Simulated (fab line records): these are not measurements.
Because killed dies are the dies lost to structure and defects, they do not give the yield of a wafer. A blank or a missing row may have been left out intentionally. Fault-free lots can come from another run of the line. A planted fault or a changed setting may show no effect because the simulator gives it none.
Split-lot experiment ; flow sfq-line ; on a route of 325 steps: 5 lots, 23 wafers read

THE SPLIT
At SFQ_TRILAYER_I0_VIA_LITHO_COAT_036 (resist thk 62 nm), the setting resist-thk-nm was moved away from the recipe's 62 nm on 12 of the 23 wafers read, by -5.7% to +5.4%. The other wafers ran this setting at the recipe's value.

The reading comes from the split's own step.

THE READING
BARC_of_TRILAYER_I0_VIA_LITHO_COAT_036.thk-nm (the simulator's own value, which no gauge read), in nm, at SFQ_TRILAYER_I0_VIA_LITHO_COAT_036 (resist thk 62 nm). No usual value for it is given in the file. The 11 wafers here that ran the recipe average 61.95 nm, standard deviation 0.19 nm.

wafer;tool, chamber at the split;resist-thk-nm as run, nm;against the recipe;BARC_of_TRILAYER_I0_VIA_LITHO_COAT_036.thk-nm, nm;against lot-mates on the recipe
L075.1;litho-track-04, 0;62;recipe;62.26;-
L075.2;litho-track-04, 0;63.29;+2.1%;63.68;+1.43
L075.3;litho-track-04, 0;62;recipe;62.24;-
L075.4;litho-track-04, 0;63.29;+2.1%;63.54;+1.29
L075.5;litho-track-04, 0;63.29;+2.1%;63.51;+1.26
L076.2;litho-track-01, 0;65.32;+5.4%;65.11;+3.34
L076.3;litho-track-01, 0;62;recipe;61.75;-
L076.4;litho-track-01, 0;65.32;+5.4%;65.41;+3.63
L076.5;litho-track-01, 0;62;recipe;61.8;-
L076.6;litho-track-01, 0;65.32;+5.4%;65.14;+3.37
L077.1;litho-track-01, 0;62;recipe;61.91;-
L077.2;litho-track-01, 0;58.45;-5.7%;58.12;-3.77
L077.4;litho-track-01, 0;58.45;-5.7%;58.27;-3.62
L077.5;litho-track-01, 0;58.45;-5.7%;58.36;-3.53
L077.6;litho-track-01, 0;62;recipe;61.88;-
L081.1;litho-track-04, 0;64.32;+3.7%;64.37;+2.27
L081.3;litho-track-04, 0;64.32;+3.7%;64.43;+2.33
L081.4;litho-track-04, 0;62;recipe;62.15;-
L081.5;litho-track-04, 0;64.32;+3.7%;64.51;+2.41
L081.6;litho-track-04, 0;62;recipe;62.06;-
L083.1;litho-track-04, 0;62;recipe;61.74;-
L083.3;litho-track-04, 0;62;recipe;61.79;-
L083.4;litho-track-04, 0;62;recipe;61.87;-

FIT RESULTS
A straight line over all 23 wafers: BARC_of_TRILAYER_I0_VIA_LITHO_COAT_036.thk-nm changes by +0.642 nm for each +1% of resist-thk-nm; r = +1.00; the points scatter about the line by 0.2 nm.
The same after taking each lot's own level away (the mean of its wafers on the recipe; 23 wafers): +0.637 nm for each +1%; r = +1.00; scatter 0.081 nm.
The reading moves by 3.6 nm for the largest change in resist-thk-nm, on that fit.
The span of the lots' own levels, 61.775 to 62.250 nm, comes to 2.6 times the standard deviation stated above.
So the lot-to-lot level changes the slope little: the two slopes agree.
Check: with one of the wafers moved furthest among these (-5.7%) left out of the fit, the line predicts -3.61 nm for it against its lot-mates. Against them it came out at -3.77 nm.

OTHER SPLITS APPLIED TO THESE WAFERS
Before the reading, these wafers also passed through other splits. Each is held against what the fit with the lots' levels taken away leaves over:
other split on the same wafers;wafers away from the commonest value;r with BARC_of_TRILAYER_I0_VIA_LITHO_COAT_036.thk-nm (lot level and that fit taken away)
SFQ_TRILAYER_L0_DEP_SPUTTER_003 time-s;10;+0.13
SFQ_TRILAYER_L0_LITHO_COAT_010 resist-thk-nm;9;-0.27
SFQ_TRILAYER_L0_BARC_OPEN_METAL_ETCH_010 icp-w;12;-0.26
SFQ_TRILAYER_L0_VIA_LITHO_PEB_016 peb-temp-c;7;+0.20
SFQ_TRILAYER_L0_VIA_BARC_OPEN_VIA_ETCH_021 time-s;11;+0.07
SFQ_TRILAYER_M0_LITHO_COAT_026 spin-rpm;6;-0.01

FILE'S OWN FIT
BARC_of_TRILAYER_I0_VIA_LITHO_COAT_036.thk-nm changes by +0.636 nm for each +1% of resist-thk-nm, r = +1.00.
